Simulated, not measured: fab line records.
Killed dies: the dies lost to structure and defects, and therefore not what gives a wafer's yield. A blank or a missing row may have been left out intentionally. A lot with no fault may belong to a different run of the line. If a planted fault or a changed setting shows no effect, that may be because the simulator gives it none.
The tool behind it: which one? | flow gf180mcu | Sampling: 7 lots, 21 wafers, 4 of 602 route steps

## WHAT THE GAUGES SHOWED, per wafer
GF_PASSIVATION_BOW_MEAS_14.
lot  | measured     | on           | PASSIVATION_BOW (um)
L122 | day 29 12:08 | filmMetro-02 | 144 153 139
L124 | day 30 01:26 | filmMetro-02 | 128 135 146
L126 | day 30 16:52 | filmMetro-04 | 123 138 136
L128 | day 31 10:59 | filmMetro-04 | 133 128 138
L136 | day 33 06:32 | filmMetro-04 | 135 141 141
L139 | day 34 01:02 | filmMetro-01 | 134 134 139
L142 | day 34 19:24 | filmMetro-04 | 148 159 165

## WHICH TOOL RAN EACH LOT (tool, then ch and the chambers of the sampled wafers, then the start)
lot  | GF_CONTACT_CVD_24            | GF_TOP_METAL_SPUTTER_02     | GF_PASSIVATION_CVD_02
L122 | cvdW-01 ch 1, day 16 14:53   | pvdSputter-01, day 27 18:04 | pecvd-02 ch 0,2, day 28 15:20
L124 | cvdW-02 ch 0,1, day 17 08:23 | pvdSputter-02, day 28 07:52 | pecvd-02 ch 0,1, day 29 04:25
L126 | cvdW-02 ch 0,1, day 18 01:16 | pvdSputter-01, day 29 00:58 | pecvd-01 ch 0,2, day 29 21:21
L128 | cvdW-02 ch 1, day 18 23:59   | pvdSputter-01, day 29 19:29 | pecvd-02 ch 1,2, day 30 14:48
L136 | cvdW-01 ch 0,1, day 21 17:20 | pvdSputter-01, day 31 18:41 | pecvd-01 ch 0,1, day 32 12:03
L139 | cvdW-01 ch 0,1, day 22 21:16 | pvdSputter-04, day 32 15:10 | pecvd-01 ch 1,2, day 33 07:36
L142 | cvdW-01 ch 0,1, day 23 23:58 | pvdSputter-04, day 33 10:37 | pecvd-04 ch 0,1,2, day 34 02:36
- GF_CONTACT_CVD_24: deposits W, target thk 300 nm, time 90.339 s.
- GF_TOP_METAL_SPUTTER_02: material AlCu, target thk 900 nm, time 47.82 s.
- GF_PASSIVATION_CVD_02: deposits Si3N4, target thk 700 nm, time 486.18 s.

## THE ANSWER, worked out from the rows above alone
Rule: the lots themselves supply what counts as usual. The widest of any qualifying gaps counts: lots, ordered by their means at a reading, are off when they make up no more than a third of the lots, leave a main group of 4 or more, and stand apart from it by 3 or more times the standard deviation of that group's means. Not used: any main group whose means are identical at the precision the tables above print for the reading. Also off: a lot with no number at a reading for which 4 or more lots have one. All remaining lots with rows at the step are treated as sound.
Across all readings shown, no lot is off: no conclusion can be drawn from this.

## WHAT THE SIMULATOR HAD INSERTED
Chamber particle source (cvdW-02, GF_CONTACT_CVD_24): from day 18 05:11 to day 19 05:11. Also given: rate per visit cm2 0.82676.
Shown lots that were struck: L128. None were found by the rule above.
